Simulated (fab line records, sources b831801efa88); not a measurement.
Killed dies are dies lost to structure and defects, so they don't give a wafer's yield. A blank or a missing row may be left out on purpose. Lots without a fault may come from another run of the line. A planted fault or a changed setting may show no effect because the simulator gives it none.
Which tool did it? | flow sky130 | 7 lots, 21 wafers sampled, at 4 steps of a route of 708

WHAT THE GAUGES READ, wafer by wafer
SKY_VIA3_THK_MEAS_01.
lot  | measured     | on            | VIA3_HDPCVD_THK (nm)
L410 | day 39 05:28 | film_metro-03 | 1617 1662 1623
L414 | day 40 07:38 | film_metro-03 | 1632 1593 1601
L415 | day 40 20:59 | film_metro-01 | 1641 1616 1643
L419 | day 41 22:42 | film_metro-01 | 1646 1643 1647
L423 | day 42 21:46 | film_metro-02 | 1609 1625 1653
L426 | day 43 13:33 | film_metro-01 | 1061 1068 1027
L432 | day 45 05:21 | film_metro-02 | 1640 1651 1636

WHICH TOOL RAN EACH LOT (tool, then ch and the chambers of the sampled wafers, then the start)
lot  | SKY_METAL2_ETCH_18                | SKY_CAPM_CVD_00                 | SKY_VIA3_HDPCVD_00
L410 | rie_metal-04 ch 0,1, day 35 19:28 | pecvd-01 ch 1,2, day 37 00:42   | hdpcvd-01 ch 0,1,2, day 39 05:17
L414 | rie_metal-04 ch 0,1, day 36 23:38 | pecvd-02 ch 0,1, day 38 04:22   | hdpcvd-01 ch 0,1,2, day 40 07:28
L415 | rie_metal-02 ch 0, day 37 13:44   | pecvd-04 ch 1,2, day 38 18:29   | hdpcvd-02 ch 0,2, day 40 20:49
L419 | rie_metal-04 ch 0,1, day 38 16:29 | pecvd-02 ch 1,2, day 39 20:46   | hdpcvd-02 ch 1,2, day 41 22:32
L423 | rie_metal-02 ch 0,1, day 39 16:26 | pecvd-04 ch 0,1,2, day 40 19:58 | hdpcvd-01 ch 0,1, day 42 21:35
L426 | rie_metal-04 ch 1, day 40 08:41   | pecvd-04 ch 0,1,2, day 41 12:22 | hdpcvd-02 ch 0,1, day 43 13:22
L432 | rie_metal-03 ch 0,1, day 42 05:00 | pecvd-04 ch 1,2, day 43 06:46   | hdpcvd-01 ch 0,1, day 45 05:10
- SKY_METAL2_ETCH_18: etches BARC in N2/H2, stops on SiO2, time 45.9 s, target depth 60 nm.
- SKY_CAPM_CVD_00: deposits SiO2, target thk 15.5 nm.
- SKY_VIA3_HDPCVD_00: deposits SiO2, target thk 1635 nm, time 272.5 s.

THE ANSWER, worked out from the rows above alone
Rule: what is usual is taken from the lots themselves. Put in order of their means at a reading, lots are off if they are a third of the lots or fewer, leave a main group of 4 or more, and stand apart from it by a gap of 3 or more times the standard deviation of the main group's means; of several such gaps the widest counts. A main group whose means are all the same, to the digits that the tables above print for the reading, isn't used. A lot without any number at a reading at which 4 lots or more have one is off too. The other lots that the step has rows for count as sound.
Off: L426, at SKY_VIA3_THK_MEAS_01 (VIA3_HDPCVD_THK). The main group: mean 1632 nm, standard deviation 12.
A tool fits if, at a process step before that reading, it ran every lot that is off, and no sound lot after the first of them. The gauges at SKY_VIA3_THK_MEAS_01 are tried like those tools. Can't be told from this: 3 tools fit, rie_metal-04 at SKY_METAL2_ETCH_18, hdpcvd-02 at SKY_VIA3_HDPCVD_00, film_metro-01 at SKY_VIA3_THK_MEAS_01.

WHAT THE SIMULATOR HAD PUT IN
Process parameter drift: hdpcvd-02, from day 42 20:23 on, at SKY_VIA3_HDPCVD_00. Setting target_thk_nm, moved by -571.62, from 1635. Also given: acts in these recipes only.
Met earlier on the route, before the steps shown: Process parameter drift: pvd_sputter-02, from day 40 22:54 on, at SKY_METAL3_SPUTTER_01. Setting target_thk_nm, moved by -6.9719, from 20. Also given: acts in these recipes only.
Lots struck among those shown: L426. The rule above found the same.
